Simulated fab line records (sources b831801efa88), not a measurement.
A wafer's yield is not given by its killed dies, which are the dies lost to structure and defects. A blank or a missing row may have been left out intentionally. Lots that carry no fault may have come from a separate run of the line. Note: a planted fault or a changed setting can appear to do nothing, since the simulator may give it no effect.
Comparing a struck lot with a sound one | flow sky130 | 14 steps out of a route of 708
Sound: these wafers, L102.1, L102.3, L102.4. Struck: wafers L108.1, L108.2, L108.4. The cause is given at the end.
Per side, at each step with rows, come the tool, then ch with its chambers, and then its first start. Under that, the readings that differ: sound wafers | struck wafers | difference of the means | sigmas: that difference in standard deviations of wafers without a fault.
alike: readings whose means differ by less than 2 such deviations, and words and numbers that are the same on both sides. not compared: withheld readings, readings that some wafer has no value for, bounds like >300 that may hide the same value, and numbers for which the record gives no deviation and whose values overlap.
A row with sigmas, a row that says differs or no value, or rows on one side alone: a step with any of these is where the two part. Numbers that have no deviation but don't overlap get no sigmas and don't part them. A reading missing from all wafers of one side parts the sides only when that side holds two or more wafers.

SKY_METAL5_STRIP_16: strips in O2/N2.
  sound on plasma-asher-01 ch 0,1, day 46 06:38; struck on plasma-asher-01 ch 0,1, day 47 16:56
  alike: drypump-motor-current-A, oes-product-au, strip-time-to-endpoint-s
  not compared: rf-hours-counter-h
then, 3 steps without rows for these wafers: SKY_METAL5_STRIP_17 (strips in post etch residue remover, time 1200 s); SKY_METAL5_CLEAN_18 (cleans in IPA, time 180 s); SKY_METAL5_CLEAN_19 (cleans in O3/DIW).
SKY_PASSIVATION_CVD_00: deposits SiO2, target thk 90 nm.
  sound on pecvd-01 ch 0,1,2, day 46 08:05; struck on pecvd-03 ch 0,1,2, day 47 17:32
  alike: heater-power-w
SKY_PASSIVATION_THK_MEAS_01:
  sound on film-metro-01 at day 46 08:06; struck on film-metro-04 at day 47 17:33
  alike: PASSIVATION_CVD_00_THK
SKY_PASSIVATION_CVD_02: deposits Si3N4, target thk 540 nm.
  sound on pecvd-03 ch 0,1,2, day 46 08:10; struck on pecvd-04 ch 0,1, day 47 17:37
  alike: heater-power-w
SKY_PASSIVATION_THK_MEAS_03:
  sound on film-metro-02 at day 46 08:28; struck on film-metro-02 at day 47 17:50
  reading                     | sound       | struck      | difference | sigmas
  PASSIVATION_CVD_02_THK (nm) | 540 545 549 | 529 525 535 | -15        | -2
then, 4 steps without rows for these wafers: SKY_PASSIVATION_DEHYDRATE_04 (time 60 s); SKY_PASSIVATION_HMDS_05 (prime time 60 s); SKY_PASSIVATION_COAT_06 (resist thk 2946 nm); SKY_PASSIVATION_SOFTBAKE_07.
SKY_PASSIVATION_EXPOSE_08: exposes mask NSM, target cd 3000 nm.
  sound on iline-stepper-01 ch 0, day 46 17:15; struck on iline-stepper-01, day 48 04:28
  no value came back on the struck wafers for exposure-dose-mJ-cm2, focus-offset-nm (nm), na; on the sound wafers exposure-dose-mJ-cm2 reads 259.90 259.91 259.89
  alike: mask
next, for these wafers, 1 step has no rows: SKY_PASSIVATION_PEB_09.

## WHERE THEY PART
Earliest at SKY_PASSIVATION_THK_MEAS_03; latest, in this record, at SKY_PASSIVATION_EXPOSE_08.

WHY: whatever the simulator had introduced
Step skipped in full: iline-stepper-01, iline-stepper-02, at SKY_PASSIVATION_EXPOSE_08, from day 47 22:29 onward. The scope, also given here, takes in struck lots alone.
